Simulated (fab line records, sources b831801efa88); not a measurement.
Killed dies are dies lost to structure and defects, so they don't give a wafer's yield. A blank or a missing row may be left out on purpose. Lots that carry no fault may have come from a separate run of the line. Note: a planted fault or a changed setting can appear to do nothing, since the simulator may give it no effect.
Chamber matching	flow sky130	rie_diel-02 running SKY_PAD_OPEN_ETCH_07: 4 sister chambers
The step etches the open film in CF4/O2, stops on AlCu, target depth 725 nm, time 161.1 s. 24 wafers are shown with their chamber, then 12 later ones without.

== WAFERS, EACH WITH ITS CHAMBER ==
wafer	chamber	drypump_motor_current_A (A)	cf4_flow_sccm (sccm)	throttle_valve_pct (%)
L076.1	3	6.6	80.28	5.963
L076.4	0	5.3	79.78	5.963
L076.6	3	6.6	80.08	5.950
L077.4	1	5.7	79.86	5.954
L077.5	3	6.6	80.11	5.972
L077.6	0	5.4	79.96	5.962
L078.2	1	5.7	80.32	5.965
L078.5	0	5.3	79.77	5.960
L078.6	3	6.6	80.47	5.971
L079.2	0	5.3	80.15	5.966
L079.4	1	5.7	80.05	5.960
L079.6	2	5.8	79.79	5.978
L086.2	0	5.3	80.16	5.968
L086.4	2	5.8	79.52	5.973
L086.5	0	5.3	79.93	5.965
L087.1	1	5.7	80.33	5.965
L087.4	3	6.6	80.33	5.975
L087.6	0	5.4	80.12	5.961
L088.1	1	5.7	80.04	5.960
L088.4	0	5.3	80.13	5.979
L088.5	0	5.3	79.54	5.949
L089.3	3	6.6	80.00	5.958
L089.4	1	5.7	80.13	5.972
L089.6	0	5.3	80.09	5.959

SIGNATURES (means of the wafers above)
reading	chamber 0	chamber 1	chamber 2	chamber 3	scatter within a chamber
drypump_motor_current_A	5.320	5.700	5.800	6.600	0.0283
cf4_flow_sccm	79.9630	80.1217	79.6550	80.2117	0.194
throttle_valve_pct	5.96320	5.96267	5.97550	5.96483	0.00769
Rule: a wafer's distance from a chamber is the root of the sum, over the readings, of the square of ((its reading less the chamber's mean) divided by the reading's scatter). If the next closest chamber is less than 2 further off than the closest, the wafer can't be placed; otherwise it belongs to the closest. How the scatter is found: for the shown wafers, subtract from each reading the mean of its chamber, square and add these, divide the total by (wafers less chambers), then take the root.

== WAFERS WITHOUT THEIR CHAMBER ==
wafer	drypump_motor_current_A (A)	cf4_flow_sccm (sccm)	throttle_valve_pct (%)
L091.2	6.6	80.05	5.982
L091.3	5.8	80.39	5.950
L091.6	5.4	80.18	5.960
L092.3	5.7	80.08	5.976
L092.5	6.7	80.16	5.985
L092.6	5.7	80.12	5.968
L093.1	5.3	80.35	5.963
L093.2	6.6	79.77	5.957
L093.4	5.4	80.26	5.981
L096.1	5.4	79.98	5.961
L096.2	6.7	79.56	5.982
L096.4	5.7	80.37	5.969

== THE CHAMBER EACH PASSED THROUGH ==
wafer	from the rows above	in truth
L091.2	3	3
L091.3	can't be placed: 1 or 2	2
L091.6	0	0
L092.3	1	1
L092.5	3	3
L092.6	1	1
L093.1	0	0
L093.2	3	3
L093.4	0	0
L096.1	0	0
L096.2	3	3
L096.4	1	1
Placed correctly: 11 of 12. Not placeable from these rows: 1 (in 1, the candidates include the true chamber). Number placed wrongly: 0.
